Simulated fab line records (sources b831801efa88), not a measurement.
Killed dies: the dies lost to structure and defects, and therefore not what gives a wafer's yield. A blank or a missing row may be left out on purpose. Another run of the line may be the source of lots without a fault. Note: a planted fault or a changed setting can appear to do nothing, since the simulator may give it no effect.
Chamber matching    flow sfq_line    SFQ_TRILAYER_I0_VIA_BARC_OPEN_VIA_ETCH_046 on rie_diel-02 has 4 sister chambers
The step etches BARC in O2, target depth 125 nm, time 41.7 s. 4 wafers are shown with their chamber, then 8 later ones without.

## WAFERS WITH THEIR CHAMBER
wafer   chamber  drypump_motor_current_A (A)
L682.4  3        5.8
L693.2  1        6.1
L693.5  2        5.8
L694.2  0        5.6

## WAFERS WHOSE CHAMBER IS MISSING
wafer   drypump_motor_current_A (A)
L694.4  5.8
L694.5  5.8
L698.2  6.1
L698.3  5.9
L698.4  5.9
L699.2  6.1
L699.3  5.9
L699.5  5.9

## THE CHAMBER EACH PASSED THROUGH
wafer   from the rows above           in truth
L694.4  can't be placed: 2 or 3       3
L694.5  can't be placed: 2 or 3       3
L698.2  1                             1
L698.3  can't be placed: 2 or 3 or 1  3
L698.4  can't be placed: 2 or 3 or 1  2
L699.2  1                             1
L699.3  can't be placed: 2 or 3 or 1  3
L699.5  can't be placed: 2 or 3 or 1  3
Correct placement for 2 of the 8. From these rows, 6 cannot be placed; in 6 the true chamber is one of the candidates. Wrongly placed: 0.
How it was worked out, from the rows above alone: a wafer's distance from a chamber is the root of the sum, over the readings, of the square of ((its reading less the chamber's mean) divided by the reading's scatter). If the next closest chamber is less than 2 further off than the closest, the wafer can't be placed; otherwise it belongs to the closest. A chamber's mean is the mean of its shown wafers. The scatter: with one shown wafer a chamber, the root of the mean of the squares of how far each hidden wafer lies from its nearest shown one.
